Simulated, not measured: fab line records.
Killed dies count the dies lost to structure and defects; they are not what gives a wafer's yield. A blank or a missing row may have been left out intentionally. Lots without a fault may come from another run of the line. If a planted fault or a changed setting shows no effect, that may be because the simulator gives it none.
8D (eight disciplines) problem report, filled in by code    flow sky130    the parts of the form that need people (team, actions taken, sign-off) are left out

== 1. THE PROBLEM ==
Mean of chamber_pressure_pa at SKY_METAL3_SPUTTER_01: 0.3854 Pa across 6 wafers in 2 lots; on wafers with no fault it is 0.4001 Pa (standard deviation 0.00087). Measured from the usual mean, that is -17 standard deviations.
The step: material TiN, target thk 20 nm, time 16.7 s.
First seen on wafer L422.1, day 39 13:40, on pvd_sputter-04. At this step, 39 wafers from 13 lots have a number in the record. Rule for "out", or "out of limits": more than 4 standard deviations from the usual mean. Any other wafer with a number is counted as sound.

== 2. WHAT IT IS; WHAT IT IS NOT ==
question                     is                      is not
which readings at this step  chamber_pressure_pa     throttle_valve_pct
which lots                   L422, L424              L413, L414, L415, L416, L417, L418, L419, L420, L421, L431, L436
which wafers of those lots   all that have a number  -
read on which tools          pvd_sputter-04          pvd_sputter-01, pvd_sputter-02
when                         from day 39 13:40       up to then (27 sound wafers); but 6 sound wafers of L431, L436 came after

== 3. THE SUSPECTS, EACH WITH WHAT RULES IT OUT ==
Counting: any tool at a process step up to the reading is kept as a suspect provided that every lot that is out went through it and no sound lot did after the first of them.
- pvd_sputter-04 at SKY_METAL3_SPUTTER_01 (material TiN, target thk 20 nm, time 16.7 s): kept. It processed each lot that is out, first L422 at day 39 13:40, and no sound lot thereafter; up to then, the last sound lot it processed was L420 at day 39 03:40. Out on those wafers are its own readings of chamber_pressure_pa.
After counting, what remains is pvd_sputter-04 at SKY_METAL3_SPUTTER_01.

== 4. THE CAUSE (what the simulator had put in) ==
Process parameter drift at SKY_METAL3_SPUTTER_01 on pvd_sputter-04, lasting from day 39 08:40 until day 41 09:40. The setting chamber_pressure_pa was moved by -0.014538, starting from 0.4. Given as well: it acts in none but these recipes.
Counting left only this tool.

== 5. THE CHAIN OF EFFECTS, in route order ==
Each row: a reading whose mean over the struck wafers that have a number lies more than 3 standard deviations from the usual. Only readings for which the record gives a usual standard deviation are gone through. hours: the time from each lot's start at the first step in this table that gives one to its start at this step, as a median over the lots. sigmas: the change in usual standard deviations.
hours  step                   reading              usual      on struck wafers  change   sigmas
0      SKY_METAL3_SPUTTER_01  chamber_pressure_pa  0.4001 Pa  0.3854            -0.0147  -17
It contains these process steps:
- SKY_METAL3_SPUTTER_01: material TiN, target thk 20 nm, time 16.7 s.
Later measuring or inspecting steps at which every struck wafer that the step has a row for has a number for every such reading, and none has moved that far: SKY_CAPM_THK_MEAS_01.

== 6. WHAT WOULD HAVE CAUGHT IT SOONER ==
5 hours passed between the start of the fault at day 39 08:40 and the first reading out of limits in this record, taken at day 39 13:40.
